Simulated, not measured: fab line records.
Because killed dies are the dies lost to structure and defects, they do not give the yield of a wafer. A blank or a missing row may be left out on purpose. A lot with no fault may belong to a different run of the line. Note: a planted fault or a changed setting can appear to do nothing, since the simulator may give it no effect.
8D (eight disciplines) problem report, filled in by code	flow sfq line	the parts of the form that need people (team, actions taken, sign-off) are left out

== 1. WHAT WENT WRONG ==
Wafers without a fault read 0.685 a.u., standard deviation 0.0042; oes product au at SFQ_TRILAYER_M6_BARC_OPEN_METAL_ETCH_206 reads a mean of 0.886 a.u. on 2 wafers belonging to 2 lots. Measured from the usual mean, that is +48 standard deviations.
The step: etches BARC in O2, target depth 125 nm, time 41.7 s.
Earliest sighting: wafer L134.6 on rie metal-01 at day 77 18:02. At this step, 18 wafers from 6 lots have a number in the record. The rule behind "out" and "out of limits": a value lying over 4 standard deviations away from the usual mean. Any other wafer with a number is counted as sound.

== 2. WHAT IT IS, WHAT IT ISN'T ==
question	is	is not
which readings at this step	oes product au, run length s	chamber pressure mTorr, drypump motor current A
which lots	L134, L135	L121, L123, L124, L137
which wafers of those lots	L134.6, L135.4	L134.1, L134.2, L135.2, L135.5
read on which tools	rie metal-01	rie metal-03
when	from day 77 18:02	up to then (11 sound wafers); but 5 sound wafers of L135, L137 came after

== 3. SUSPECTS, AND WHAT RULES EACH OUT ==
Counting: a tool at a process step up to the reading stays a suspect if it ran every lot that is out. Sound lots after the first of them don't rule it out here, since some wafers of a struck lot are sound.
- pvd sputter-06 at SFQ_TRILAYER_M6_DEP_SPUTTER_157 (material Nb, target thk 200 nm, time 133.3 s): kept. It ran every lot that is out, first L134 (day 77 11:53); its last sound lot up to then is L121 (day 72 23:01).
- rie metal-01 at SFQ_TRILAYER_M6_BARC_OPEN_METAL_ETCH_206 (etches BARC in O2, target depth 125 nm, time 41.7 s): kept. It ran every lot that is out, first L134 (day 77 18:02); its last sound lot up to then is L124 (day 76 09:10). Its own oes product au, run length s readings are out on those wafers.
The count leaves rie metal-01 at SFQ_TRILAYER_M6_BARC_OPEN_METAL_ETCH_206 and pvd sputter-06 at SFQ_TRILAYER_M6_DEP_SPUTTER_157.

== 4. THE CAUSE (what the simulator had put in) ==
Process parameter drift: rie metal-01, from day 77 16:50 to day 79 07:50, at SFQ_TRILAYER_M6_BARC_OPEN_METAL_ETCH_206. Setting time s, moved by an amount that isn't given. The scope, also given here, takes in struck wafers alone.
After counting, 2 suspects remain, this tool included.

== 5. SEQUENCE OF EFFECTS, ordered by route ==
Each row: a reading where the mean over the struck wafers with a number is more than 3 standard deviations away from the usual. Only readings for which the record gives a usual standard deviation are gone through. hours: the time from each lot's start at the first step in this table that gives one to its start at this step, as a median over the lots. sigmas: the change in usual standard deviations.
hours	step	reading	usual	on struck wafers	change	sigmas
0	SFQ_TRILAYER_M6_BARC_OPEN_METAL_ETCH_206	oes product au	0.685 a.u.	0.886	+0.201	+48
0	SFQ_TRILAYER_M6_BARC_OPEN_METAL_ETCH_206	run length s	70.0 s	58.9	-11.1	-30
Process steps it contains:
- SFQ_TRILAYER_M6_BARC_OPEN_METAL_ETCH_206: etches BARC in O2, target depth 125 nm, time 41.7 s.
Readings that are blank on the struck wafers while sound wafers have them: bias w at SFQ_TRILAYER_M6_BARC_OPEN_METAL_ETCH_206.

== 6. HOW IT WOULD HAVE BEEN CAUGHT EARLIER ==
In this record the first reading out of limits was taken at day 77 18:02, 1 hour after the fault began at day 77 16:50.
